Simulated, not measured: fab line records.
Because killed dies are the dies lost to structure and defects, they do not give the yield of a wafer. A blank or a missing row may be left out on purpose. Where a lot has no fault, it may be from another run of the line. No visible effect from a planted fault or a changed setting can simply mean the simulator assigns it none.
What tool caused it?	flow gf180mcu	11 lots with 33 wafers sampled at 5 steps, on a route of 602 steps

WHAT THE GAUGES SHOWED, per wafer
GF_STI_THK_MEAS_04. Usual: STI_CVD_03_THK typically reads 207.2 nm, with standard deviation 2.2.
lot	measured	on	STI_CVD_03_THK (nm)	flag
L645	day 1 15:51	filmMetro-04	209.8 209.4 209.6	
L646	day 1 18:35	filmMetro-03	206.0 205.9 206.1	
L648	day 2 04:35	filmMetro-03	208.4 207.7 209.0	
L650	day 2 14:56	filmMetro-01	207.3 205.6 206.4	
L652	day 3 01:00	filmMetro-04	207.0 206.5 207.5	
L653	day 3 05:35	filmMetro-04	206.8 208.0 207.1	
L659	day 4 11:54	filmMetro-04	173.7 173.7 174.7	OFF
L661	day 4 21:41	filmMetro-03	207.8 206.5 207.0	
L662	day 5 02:34	filmMetro-01	206.2 205.8 207.8	
L664	day 5 13:02	filmMetro-03	203.9 204.6 202.7	
L666	day 5 22:34	filmMetro-03	208.7 210.1 209.1	

GF_STI_CD_MEAS_12 targets a cd of 220 nm. Usual: 219.6 nm for cdNm, sd 1.3.
lot	measured	on	cdNm (nm)	flag
L645	day 2 04:05	cdSem-02	219.9 219.4 221.0	
L646	day 2 06:38	cdSem-01	220.2 220.2 219.6	
L648	day 2 17:31	cdSem-01	218.6 218.0 218.7	
L650	day 3 04:21	cdSem-02	220.3 218.1 220.6	
L652	day 3 14:04	cdSem-02	220.1 219.8 218.8	
L653	day 3 19:13	cdSem-02	220.3 219.7 219.9	
L659	day 5 02:32	cdSem-01	218.9 217.7 219.1	
L661	day 5 12:11	cdSem-01	220.9 220.9 220.8	
L662	day 5 17:00	cdSem-01	216.1 216.9 217.1	
L664	day 6 04:02	cdSem-01	220.4 220.1 220.7	
L666	day 6 14:51	cdSem-02	218.3 218.7 219.3	

GF_DUAL_GATE_THK_MEAS_03. Usual: DUAL_GATE_OXIDATION_00_THK typically reads 10.83 nm, with standard deviation 0.21.
lot	measured	on	DUAL_GATE_OXIDATION_00_THK (nm)	flag
L645	day 8 00:44	filmMetro-03	10.81 11.20 11.17	
L646	day 8 05:58	filmMetro-03	10.97 10.84 10.80	
L648	day 8 18:28	filmMetro-04	11.03 11.09 11.16	
L650	day 9 08:42	filmMetro-01	10.67 10.70 10.70	
L652	day 9 22:40	filmMetro-04	10.54 10.54 10.38	
L653	day 10 07:02	filmMetro-03	10.74 10.72 10.94	
L659	day 11 21:44	filmMetro-04	10.24 10.47 10.67	
L661	day 12 09:41	filmMetro-03	10.56 10.58 10.24	
L662	day 12 15:56	filmMetro-01	10.88 10.85 10.70	
L664	day 13 06:10	filmMetro-01	10.91 10.82 10.91	
L666	day 13 21:17	filmMetro-04	10.88 10.96 10.86	

WHAT TOOL EACH LOT RAN ON (gives the tool, then ch and the chambers of the sampled wafers, and finally the start)
lot	GF_STI_CVD_03	GF_STI_ETCH_13
L645	lpcvd-02 ch 0, day 1 13:52	rieDiel-01 ch 0,1,2, day 2 04:12
L646	lpcvd-01 ch 0, day 1 16:36	rieDiel-04 ch 0,2, day 2 06:45
L648	lpcvd-01 ch 1, day 2 02:34	rieDiel-01 ch 1,2,3, day 2 17:36
L650	lpcvd-02 ch 1, day 2 12:56	rieDiel-04 ch 0,1, day 3 04:27
L652	lpcvd-01 ch 0, day 2 23:01	rieDiel-02 ch 0,1,3, day 3 14:11
L653	lpcvd-01 ch 0, day 3 03:34	rieDiel-02 ch 0,1,3, day 3 19:18
L659	lpcvd-01 ch 1, day 4 09:55	rieDiel-01 ch 0,1, day 5 02:39
L661	lpcvd-01 ch 0, day 4 19:43	rieDiel-01 ch 0,1,3, day 5 12:18
L662	lpcvd-01 ch 0, day 5 00:34	rieDiel-02 ch 2,3, day 5 17:07
L664	lpcvd-01 ch 0, day 5 11:03	rieDiel-01 ch 0,2,3, day 6 04:09
L666	lpcvd-02 ch 0, day 5 20:34	rieDiel-04 ch 1,2, day 6 14:57
- GF_STI_CVD_03: deposits Si3N4 from DCS/NH3, target thk 207.16 nm, time 3551 s.
- GF_STI_ETCH_13: etches the open film in CHF3/O2, stops on Si, target depth 282.31 nm, time 112.9 s.

AS READ BY THE TOOLS THEMSELVES (means over the sampled wafers that have a number; for cases with no such wafer, the mark the record gives instead)
GF_STI_CVD_03. Usual: pressureMtorr 250.0 mTorr, standard deviation 0.54; spikeTcUpperC 770.8 C, standard deviation 1; susceptorTempC 770.0 C, standard deviation 0.34; zonePowerBottomPct 19.4 %, standard deviation 0.39; zonePowerCentrePct 12.7 %, standard deviation 1.4; zonePowerLowerPct 13.8 %, standard deviation 0.91.
lot	tool	pressureMtorr (mTorr)	spikeTcUpperC (C)	susceptorTempC (C)	zonePowerBottomPct (%)	zonePowerCentrePct (%)	zonePowerLowerPct (%)	flag
L645	lpcvd-02	250.5	770.0	769.9	19.1	12.3	14.3	
L646	lpcvd-01	250.1	769.8	770.0	19.7	14.5	13.1	
L648	lpcvd-01	249.9	770.7	770.3	19.1	11.5	15.2	
L650	lpcvd-02	249.9	769.9	769.6	19.2	11.6	13.3	
L652	lpcvd-01	250.7	772.0	770.1	19.7	14.5	13.0	
L653	lpcvd-01	250.4	771.5	770.0	19.9	14.4	13.1	
L659	lpcvd-01	249.9	771.3	-	19.1	11.4	15.3	OFF
L661	lpcvd-01	250.3	771.2	769.9	19.8	14.4	13.1	
L662	lpcvd-01	250.2	770.2	770.1	19.8	14.4	13.1	
L664	lpcvd-01	249.6	771.0	770.0	19.7	14.5	13.0	
L666	lpcvd-02	250.2	769.2	769.4	19.0	12.3	14.2	

GF_STI_ETCH_13. Usual: drypumpMotorCurrentA 5.8 A, standard deviation 0.54; oesProductAu 0.833 a.u., standard deviation 0.0064; throttleValvePct 8.811 %, standard deviation 0.0086.
lot	tool	drypumpMotorCurrentA (A)	oesProductAu (a.u.)	throttleValvePct (%)	flag
L645	rieDiel-01	6.3	0.841	8.810	
L646	rieDiel-04	5.7	0.828	8.809	
L648	rieDiel-01	6.2	0.836	8.811	
L650	rieDiel-04	5.4	0.834	8.814	
L652	rieDiel-02	5.7	0.830	8.814	
L653	rieDiel-02	5.7	0.833	8.802	
L659	rieDiel-01	6.3	0.760	8.794	OFF
L661	rieDiel-01	6.3	0.833	8.810	
L662	rieDiel-02	5.1	0.831	8.810	
L664	rieDiel-01	6.1	0.822	8.814	
L666	rieDiel-04	5.4	0.837	8.805	

THE ANSWER, worked out from the rows above alone
Rule: a lot is off if the mean of its wafers that have a number lies more than 3 standard deviations from the usual mean. A lot without any number at a reading at which 4 lots or more have one is off too. Any other lot the step has rows for is counted as sound. After the gauges, taken in route order, come the tools' own readings; for these a lot's mean is taken, as printed above. At the first step where some lot is off, the reading lying furthest off is the one used; lots without a number count as furthest.
Off: at GF_STI_THK_MEAS_04 (STI_CVD_03_THK), L659.
A tool fits if, at a process step before that reading, it ran every lot that is off, and no sound lot after the first of them. Not tried: the gauges at GF_STI_THK_MEAS_04; whatever is off there is also off at GF_STI_CVD_03, on other tools, and gauge error can't account for it. Not one of the candidates tried fits.

WHAT THE SIMULATOR HAD PUT IN
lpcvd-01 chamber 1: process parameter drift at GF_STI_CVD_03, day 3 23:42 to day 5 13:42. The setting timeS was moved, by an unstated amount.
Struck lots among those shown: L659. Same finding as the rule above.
